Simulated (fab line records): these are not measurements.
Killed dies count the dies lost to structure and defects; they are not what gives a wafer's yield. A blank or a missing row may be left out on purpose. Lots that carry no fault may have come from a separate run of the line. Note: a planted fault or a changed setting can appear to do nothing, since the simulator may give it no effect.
A single fault, viewed from 2 desks ; flow gf180mcu ; each desk has only its own numbers; what lay behind them comes last

FROM THE METROLOGY DESK
Means of the sampled wafers that have a number, per lot and without regard to the tool the lot ran on: this is what the gauges read. Marked OUT: a lot whose mean sits more than 4 standard deviations from the usual mean, which makes it out of limits; the brackets give that distance.
Columns: A = DUAL_GATE_OXIDATION_00_THK at GF_DUAL_GATE_THK_MEAS_03, usual 11.01 nm; B = DUAL_GATE_OVL at GF_DUAL_GATE_OVL_MEAS_11, usual -0.8 nm
lot;first seen here;A;B
L982;day 7 14:55;10.91;1.1
L990;day 9 23:13;11.06;-2.3
L992;day 10 11:37;11.29;0.3
L998;day 12 03:52;11.08;-2.3
L100;day 12 22:31;11.23;-1.8
L101;day 13 03:10;11.12;-2.7
This desk found nothing out of limits on any of the 6 lots.

THE TOOL OWNER'S DESK: furnace-01
The tool's own readings at GF_DUAL_GATE_OXIDATION_15 (stabilise 600 s, purge 300 s, target thk 7.098 nm): means of the sampled wafers that have a number, for each lot that ran on this tool. Marked OUT: a lot whose mean sits more than 4 standard deviations from the usual mean, which makes it out of limits; the brackets give that distance.
Columns: A = spike_tc_bottom_C at GF_DUAL_GATE_OXIDATION_15, usual 868.7 C; B = spike_tc_centre_C at GF_DUAL_GATE_OXIDATION_15, usual 850.1 C; C = zone_power_bottom_pct at GF_DUAL_GATE_OXIDATION_15, usual 25.4 %
lot;first seen here;A;B;C
L982;day 8 08:01;868.4;850.0;27.7
L990;day 10 17:31;866.9;851.6;27.5
L992;day 11 06:31;865.9;850.9;27.7
This desk found nothing out of limits on any of the 3 lots.

BROUGHT TOGETHER
At the metrology desk, nothing out of limits was observed.
The tool owner's desk saw nothing out of limits.

WHAT HAD BEEN PUT IN BY THE SIMULATOR
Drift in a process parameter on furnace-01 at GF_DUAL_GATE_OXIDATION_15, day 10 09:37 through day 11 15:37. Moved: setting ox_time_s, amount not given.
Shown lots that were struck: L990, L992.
